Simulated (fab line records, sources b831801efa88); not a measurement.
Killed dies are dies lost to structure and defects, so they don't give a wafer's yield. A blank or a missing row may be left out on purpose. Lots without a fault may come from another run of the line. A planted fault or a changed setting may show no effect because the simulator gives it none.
Chamber matching | flow sky130 | SKY_FIELD_ISO_CMP_27 on cmp-02: 4 sister chambers
The step polishes, stops on Si3N4, t overpolish 16 s, target thk 457.8 nm. 7 wafers are shown with their chamber, then 8 later ones without.

WAFERS WITH THEIR CHAMBER
wafer  | chamber | motor_current_A (A) | slurry_filter_dp_kPa (kPa)
L380.3 | 1       | 11.6                | 13.45
L390.5 | 0       | 13.2                | 13.29
L390.6 | 3       | 10.4                | 13.60
L398.3 | 2       | 11.2                | 13.52
L398.4 | 0       | 13.3                | 13.73
L398.5 | 3       | 10.8                | 13.43
L401.1 | 2       | 10.6                | 13.72

WAFERS WITHOUT THEIR CHAMBER
wafer  | motor_current_A (A) | slurry_filter_dp_kPa (kPa)
L401.5 | 10.4                | 13.73
L401.6 | 10.4                | 13.47
L402.1 | 13.6                | 13.39
L402.3 | 10.6                | 13.50
L402.4 | 10.7                | 13.61
L403.3 | 11.1                | 13.52
L403.4 | 10.7                | 13.53
L403.6 | 10.3                | 13.64

WHICH CHAMBER EACH WENT THROUGH
wafer  | from the rows above          | in truth
L401.5 | can't be placed: 3 or 2      | 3
L401.6 | can't be placed: 3 or 2      | 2
L402.1 | 0                            | 0
L402.3 | can't be placed: 3 or 2      | 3
L402.4 | can't be placed: 3 or 2      | 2
L403.3 | can't be placed: 2 or 3 or 1 | 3
L403.4 | can't be placed: 3 or 2      | 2
L403.6 | can't be placed: 3 or 2      | 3
Placed correctly: 1 of 8. Can't be placed from these rows: 7 (the true chamber is among the candidates in 7). Placed wrongly: 0.
How it was worked out, from the rows above alone: a wafer's distance from a chamber is the root of the sum, over the readings, of the square of ((its reading less the chamber's mean) divided by the reading's scatter). The wafer belongs to the nearest chamber; if the next one is less than 2 further off, it can't be placed. A chamber's mean is the mean of its shown wafers. The scatter: the root of (the sum of the squares of (reading less its chamber's mean) over the shown wafers, divided by (wafers less chambers)).
